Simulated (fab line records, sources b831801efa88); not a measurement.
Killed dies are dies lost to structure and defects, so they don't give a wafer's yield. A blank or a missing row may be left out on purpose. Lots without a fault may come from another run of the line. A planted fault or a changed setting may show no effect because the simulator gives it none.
fab line records | flow sky130
record lots=14 wafers=39 last_day=50
route steps=708 shown CAPM@539 METAL3@563 VIA3@587
lots that met no fault: from a run of the same line without faults
start_h: hours from the record's first day to the start of the lot's first wafer shown | wait_h: hours since the lot's step before | " the same as in the row above | L1.1+2: a row that stands for several wafers | - no value, or no start given | * or withheld: withheld | < > ~ a bound
route shown NAME@n: a module of which the file shows steps, and the number in the route of the first | usual: mean/standard deviation of fault-free wafers | same: alike in all rows | chamber/n: place in a boat | sites: the reading at each site | _std_site: their standard deviation | _edge_site: outer sites' mean less inner sites' | radius_mm: how far each site lies from the wafer's centre | mask NAME#n: copy n | behind: the tool/chamber that last shaped the wafer | hold: why the lot was held/for how many hours/how that ended | device: the transistor (n, p or np) that didn't switch | end of line: the same wafers' tests at the end of the route | a step without rows: its recipe alone | killed: dies lost to structure and defects at the first sort, not the wafer's yield | map: a wafer's dies, x killed, . not, _ none there
set.NAME: the setting as run; set.NAME@STEP: as run at that earlier step | model.NAME: the simulator's own value behind a step, which no gauge read
steps of the route over a sample of lots; a table a step, a row a wafer
services: from which hour (start_h, from the record's first day; less than 0 if before it) a tool's chamber was out of use, for how many hours, and why
## steps
# step SKY_CAPM_SPUTTER_02
# recipe material=TiN target_thk_nm=200 temp_c=300 power_w=6500 time_s=169.9 chamber_pressure_pa=0.4
# usual throttle_valve_pct=29.9/1.1
# columns lot.wafer tool chamber start_h wait_h throttle_valve_pct
L866.1 pvd_sputter-02 - 866.88 0.1 29.3
L866.4 " - " " 30.0
L866.6 " - " " 29.3
L867.2 pvd_sputter-01 - 879.56 0.0 30.7
L867.4 " - " " 29.1
L867.5 " - " " 30.8
L869.3 pvd_sputter-01 - 883.55 0.0 30.5
L869.4 " - " " 30.6
L869.5 " - " " 30.4
L872.2 pvd_sputter-01 - 899.76 0.0 30.1
L872.3 " - " " 30.5
L875.1 pvd_sputter-01 - 921.79 0.1 28.8
L875.2 " - " " 29.8
L875.3 " - " " 30.4
L874.1 pvd_sputter-01 - 924.00 0.1 30.4
L874.5 " - " " 29.2
L876.1 pvd_sputter-01 - 931.29 0.1 30.5
L876.3 " - " " 29.9
L876.6 " - " " 30.6
L878.4 pvd_sputter-03 - 950.09 0.1 31.9
L878.5 " - " " 27.4
L878.6 " - " " 30.3
L879.1 pvd_sputter-03 - 959.67 0.1 27.1
L879.2 " - " " 30.1
L879.6 " - " " 31.9
L880.2 pvd_sputter-01 - 966.36 0.0 29.2
L880.4 " - " " 29.0
L880.5 " - " " 30.7
L881.3 pvd_sputter-02 - 969.78 0.0 29.3
L881.4 " - " " 29.8
L881.5 " - " " 29.8
L882.1 pvd_sputter-03 - 971.29 0.1 27.1
L882.4 " - " " 30.2
L882.6 " - " " 27.0
L887.1 pvd_sputter-02 - 1008.33 0.1 29.4
L887.2 " - " " 29.2
L887.4 " - " " 29.5
L889.3 pvd_sputter-01 - 1014.20 0.0 30.8
L889.5 " - " " 30.3
# step SKY_METAL3_CD_MEAS_13
# recipe target_cd_nm=300
# usual cd_nm=300.3/1.4
# columns lot.wafer tool chamber start_h wait_h cd_nm
L866.1 cd_sem-02 - 918.85 - 300.8
L866.4 " - " " 300.4
L866.6 " - " " 300.5
L867.2 cd_sem-02 - 931.65 - 301.1
L867.4 " - " " 300.7
L867.5 " - " " 301.6
L869.3 cd_sem-01 - 935.14 - 299.6
L869.4 " - " " 298.6
L869.5 " - " " 299.4
L872.2 cd_sem-01 - 950.58 - 302.3
L872.3 " - " " 302.1
L875.1 cd_sem-01 - 970.96 - 300.4
L875.2 " - " " 299.6
L875.3 " - " " 299.1
L874.1 cd_sem-02 - 973.93 - 300.9
L874.5 " - " " 301.7
L876.1 cd_sem-02 - 980.03 - 301.5
L876.3 " - " " 302.4
L876.6 " - " " 300.7
L878.4 cd_sem-01 - 997.81 - 301.8
L878.5 " - " " 300.5
L878.6 " - " " 300.8
L879.1 cd_sem-01 - 1007.71 - 301.7
L879.2 " - " " 302.5
L879.6 " - " " 302.1
L880.2 cd_sem-01 - 1014.03 - 299.7
L880.4 " - " " 300.6
L880.5 " - " " 300.9
L881.3 cd_sem-02 - 1016.89 - 301.3
L881.4 " - " " 300.7
L881.5 " - " " 301.6
L882.1 cd_sem-02 - 1018.20 - 300.7
L882.4 " - " " 300.9
L882.6 " - " " 301.6
L887.1 cd_sem-02 - 1054.01 - 298.9
L887.2 " - " " 299.3
L887.4 " - " " 298.6
L889.3 cd_sem-02 - 1059.17 - 300.7
L889.5 " - " " 301.9
# step SKY_METAL3_DESCUM_15
# recipe chemistry=O2 source_power_w=150 bias_power_w=0 pressure_mtorr=10 temp_c=40 time_s=8
# usual drypump_motor_current_A=5.4/0.45 oes_product_au=1.003/0.011
# columns lot.wafer tool chamber start_h wait_h drypump_motor_current_A oes_product_au rf_hours_counter_h
L866.1 rie_metal-03 0 919.01 0.0 5.8 1.022 14
L866.4 " 0 " " 5.8 1.015 -
L866.6 " 0 " " 5.8 1.013 -
L867.2 rie_metal-01 0 931.79 0.0 5.6 1.015 14
L867.4 " 1 " " 5.1 0.990 -
L867.5 " 0 " " 5.6 1.016 -
L869.3 rie_metal-03 0 935.27 0.0 5.8 1.015 -
L869.4 " 1 " " 5.2 0.997 -
L869.5 " 0 " " 5.8 1.014 -
L872.2 rie_metal-03 0 950.72 0.0 5.8 1.016 16
L872.3 " 0 " " 5.8 1.007 -
L875.1 rie_metal-02 1 971.12 0.0 4.7 0.993 11
L875.2 " 0 " " 6.0 1.014 5
L875.3 " 1 " " 4.7 0.999 -
L874.1 rie_metal-02 0 974.09 0.0 6.0 1.008 6
L874.5 " 0 " " 6.0 1.007 -
L876.1 rie_metal-01 1 980.19 0.0 5.1 0.986 12
L876.3 " 1 " " 5.1 0.987 -
L876.6 " 1 " " 5.1 0.995 -
L878.4 rie_metal-01 0 997.92 0.0 5.6 1.005 -
L878.5 " 1 " " 5.1 0.986 -
L878.6 " 0 " " 5.6 0.997 -
L879.1 rie_metal-03 0 1007.87 0.0 5.8 1.009 19
L879.2 " 1 " " 5.2 1.003 4
L879.6 " 1 " " 5.2 1.002 -
L880.2 rie_metal-02 1 1014.17 0.0 4.7 0.996 14
L880.4 " 0 " " 6.0 1.026 -
L880.5 " 1 " " 4.7 1.001 -
L881.3 rie_metal-02 0 1017.02 0.0 6.0 1.008 -
L881.4 " 1 " " 4.7 1.001 -
L881.5 " 1 " " 4.7 0.994 -
L882.1 rie_metal-02 1 1018.36 0.0 4.7 1.011 14
L882.4 " 0 " " 6.0 1.017 -
L882.6 " 0 " " 6.0 1.021 -
L887.1 rie_metal-03 1 1054.17 0.0 5.2 0.990 7
L887.2 " 1 " " 5.2 0.991 -
L887.4 " 1 " " 5.3 0.989 -
L889.3 rie_metal-01 1 1059.30 0.0 5.1 0.989 -
L889.5 " 1 " " 5.1 0.975 -
# step SKY_VIA3_ETCH_14
# recipe chemistry=N2/H2 target=BARC ion_energy_ev=200 source_w=500 bias_w=100 pressure_mtorr=30 n2_flow_sccm=100 h2_flow_sccm=200 stop_on=SiO2 time_s=45.9 target_depth_a=600
# usual drypump_motor_current_A=5.7/0.47 oes_product_au=0.854/0.0044 run_length_s=74.4/0.39 throttle_valve_pct=13.225/0.0098
# columns lot.wafer tool chamber start_h wait_h drypump_motor_current_A oes_product_au rf_hours_counter_h run_length_s throttle_valve_pct
L866.1 rie_diel-04 0 945.04 0.0 6.0 0.852 23 74.1 13.233
L866.4 " 3 " " 5.9 0.854 14 74.3 13.243
L866.6 " 0 " " 5.9 0.861 - 73.7 13.226
L867.2 rie_diel-04 2 957.54 0.0 6.5 0.866 10 74.4 13.231
L867.4 " 1 " " 5.8 0.853 18 74.7 13.229
L867.5 " 0 " " 5.9 0.849 - 73.8 13.218
L869.3 rie_diel-03 0 961.59 0.0 5.0 0.866 12 74.0 13.231
L869.4 " 3 " " 6.1 0.853 11 74.4 13.221
L869.5 " 2 " " 5.2 0.851 - 74.0 13.217
L872.2 rie_diel-04 3 976.34 0.0 5.9 0.849 16 74.0 13.236
L872.3 " 2 " " 6.6 0.844 11 74.3 13.221
L875.1 rie_diel-03 1 996.41 0.0 6.0 0.854 18 75.0 13.220
L875.2 " 0 " " 5.0 0.853 13 74.1 13.220
L875.3 " 2 " " 5.2 0.852 5 74.1 13.213
L874.1 rie_diel-03 2 998.49 0.0 5.2 0.856 5 74.3 13.237
L874.5 " 1 " " 6.0 0.859 - 74.6 13.229
L876.1 rie_diel-03 2 1005.36 0.0 5.2 0.855 5 74.1 13.240
L876.3 " 1 " " 6.0 0.852 19 74.9 13.230
L876.6 " 0 " " 5.0 0.861 - 74.1 13.215
L878.4 rie_diel-04 3 1022.54 0.0 5.9 0.859 17 74.0 13.231
L878.5 " 2 " " 6.5 0.849 - 74.3 13.222
L878.6 " 3 " " 6.0 0.855 - 73.8 13.241
L879.1 rie_diel-02 3 1032.31 0.0 5.4 0.851 24 74.4 13.234
L879.2 " 1 " " 5.6 0.844 25 74.4 13.232
L879.6 " 0 " " 5.5 0.860 - 74.5 13.232
L880.2 rie_diel-04 1 1038.54 0.0 5.8 0.847 21 75.0 13.212
L880.4 " 3 " " 5.9 0.920 - 70.5 13.242
L880.5 " 1 " " 5.8 0.856 - 74.7 13.214
L881.3 rie_diel-02 0 1040.74 0.0 5.5 0.846 12 74.5 13.233
L881.4 " 0 " " 5.5 0.853 - 75.1 13.243
L881.5 " 1 " " 5.5 0.850 - 74.5 13.228
L882.1 rie_diel-03 1 1042.41 0.0 6.0 0.852 20 74.7 13.219
L882.4 " 3 " " 6.1 0.856 13 75.0 13.221
L882.6 " 1 " " 6.0 0.850 - 75.0 13.206
L887.1 rie_diel-04 0 1077.14 0.0 6.0 0.858 26 74.1 13.220
L887.2 " 2 " " 6.5 0.858 15 74.2 13.246
L887.4 " 3 " " 5.9 0.919 19 70.3 13.233
L889.3 rie_diel-02 2 1081.91 0.0 4.8 0.853 20 74.2 13.218
L889.5 " 2 " " 4.8 0.851 - 74.7 13.226
## services
# columns tool chamber start_h hours kind
rie_diel-04 3 849.04 4.0 repair
pvd_sputter-02 - 872.50 2.2 repair
rie_diel-04 1 876.50 2.1 repair
rie_diel-04 1 885.64 20.5 repair
rie_diel-03 - 890.75 4.0 pm
rie_diel-02 1 899.49 6.3 repair
rie_diel-03 - 907.36 2.8 pm
pvd_sputter-03 - 910.80 4.8 repair
pvd_sputter-02 - 911.97 3.1 repair
rie_diel-03 - 916.64 0.3 repair
pvd_sputter-02 - 924.66 0.9 repair
rie_diel-03 1 953.66 2.6 repair
rie_diel-03 1 977.87 9.7 repair
rie_diel-02 0 978.90 4.9 repair
rie_metal-02 - 990.33 2.1 repair
rie_diel-03 3 991.82 18.7 repair
pvd_sputter-01 - 993.17 8.9 repair
rie_diel-03 - 1018.89 0.9 repair
rie_diel-02 - 1020.95 0.6 repair
rie_diel-04 0 1036.17 30.6 repair
rie_diel-04 2 1056.32 3.3 repair
rie_metal-02 - 1064.07 1.4 pm
pvd_sputter-02 - 1076.90 0.5 repair
rie_diel-03 3 1079.84 2.9 repair
## key
first_sign step=SKY_VIA3_ETCH_14 reading=oes_product_au direction=up sigmas=15 usual=0.854 struck=0.919
effect step=SKY_VIA3_ETCH_14 reading=run_length_s direction=down sigmas=10 usual=* struck=*
met_at SKY_VIA3_ETCH_14
struck_lots L880,L887
struck_wafers L880.4,L887.4
sort_left_out L880.4,L887.4
not_acting_at SKY_CAPM_SPUTTER_02,SKY_METAL3_CD_MEAS_13,SKY_METAL3_DESCUM_15
onset_between 1022.54 1038.54
fault kind=process_parameter_drift tool=rie_diel-04 chamber=3 onset_h=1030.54 steps=SKY_VIA3_ETCH_14 channel=time_s offset=* shape=step end_h=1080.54 acts_in=* stated=*
# sort_left_out: the simulated sort isn't trusted on such a fault, so these wafers' sort isn't shown, and their yield isn't known
